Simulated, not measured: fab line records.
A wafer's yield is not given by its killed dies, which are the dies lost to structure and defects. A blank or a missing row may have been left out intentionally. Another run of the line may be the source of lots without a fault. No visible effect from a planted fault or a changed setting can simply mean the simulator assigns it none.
Chamber matching || flow gf180mcu || 3 sister chambers for GF_MIM_CVD_05 on pecvd-04
The step deposits Si3N4, target thk 42 nm, time 29.086 s. 6 wafers are shown with their chamber, then 12 later ones without.

WAFERS WITH THEIR CHAMBER
{"wafer": "L088.1", "chamber": 0, "heater-power-w (W)": 665}
{"wafer": "L088.2", "chamber": 2, "heater-power-w (W)": 691}
{"wafer": "L088.3", "chamber": 1, "heater-power-w (W)": 640}
{"wafer": "L088.4", "chamber": 1, "heater-power-w (W)": 628}
{"wafer": "L088.5", "chamber": 0, "heater-power-w (W)": 655}
{"wafer": "L088.6", "chamber": 2, "heater-power-w (W)": 690}

WAFERS MISSING THEIR CHAMBER
{"wafer": "L090.3", "heater-power-w (W)": 677}
{"wafer": "L090.4", "heater-power-w (W)": 653}
{"wafer": "L090.5", "heater-power-w (W)": 662}
{"wafer": "L091.1", "heater-power-w (W)": 655}
{"wafer": "L091.5", "heater-power-w (W)": 672}
{"wafer": "L091.6", "heater-power-w (W)": 646}
{"wafer": "L095.1", "heater-power-w (W)": 614}
{"wafer": "L095.3", "heater-power-w (W)": 571}
{"wafer": "L095.4", "heater-power-w (W)": 627}
{"wafer": "L096.1", "heater-power-w (W)": 605}
{"wafer": "L096.5", "heater-power-w (W)": 596}
{"wafer": "L096.6", "heater-power-w (W)": 687}

CHAMBER TAKEN BY EACH
{"wafer": "L090.3", "from the rows above": "can't be placed: 2 or 0", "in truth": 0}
{"wafer": "L090.4", "from the rows above": "can't be placed: 0 or 1", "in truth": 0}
{"wafer": "L090.5", "from the rows above": 0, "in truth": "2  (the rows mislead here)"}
{"wafer": "L091.1", "from the rows above": 0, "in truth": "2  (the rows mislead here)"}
{"wafer": "L091.5", "from the rows above": "can't be placed: 0 or 2", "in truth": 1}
{"wafer": "L091.6", "from the rows above": "can't be placed: 1 or 0", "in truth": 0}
{"wafer": "L095.1", "from the rows above": 1, "in truth": 1}
{"wafer": "L095.3", "from the rows above": 1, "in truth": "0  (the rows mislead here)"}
{"wafer": "L095.4", "from the rows above": 1, "in truth": 1}
{"wafer": "L096.1", "from the rows above": 1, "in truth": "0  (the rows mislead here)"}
{"wafer": "L096.5", "from the rows above": 1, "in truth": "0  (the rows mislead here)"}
{"wafer": "L096.6", "from the rows above": 2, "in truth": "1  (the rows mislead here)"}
2 of 12 placed correctly. Not placeable from these rows: 4 (in 3, the candidates include the true chamber). 6 placed wrongly.
How it was worked out, from the rows above alone: a wafer's distance from a chamber is the root of the sum, over the readings, of the square of ((its reading less the chamber's mean) divided by the reading's scatter). If the next closest chamber is less than 2 further off than the closest, the wafer can't be placed; otherwise it belongs to the closest. Each chamber's mean is taken over the wafers shown for it. The scatter: the root of (the sum of the squares of (reading less its chamber's mean) over the shown wafers, divided by (wafers less chambers)).
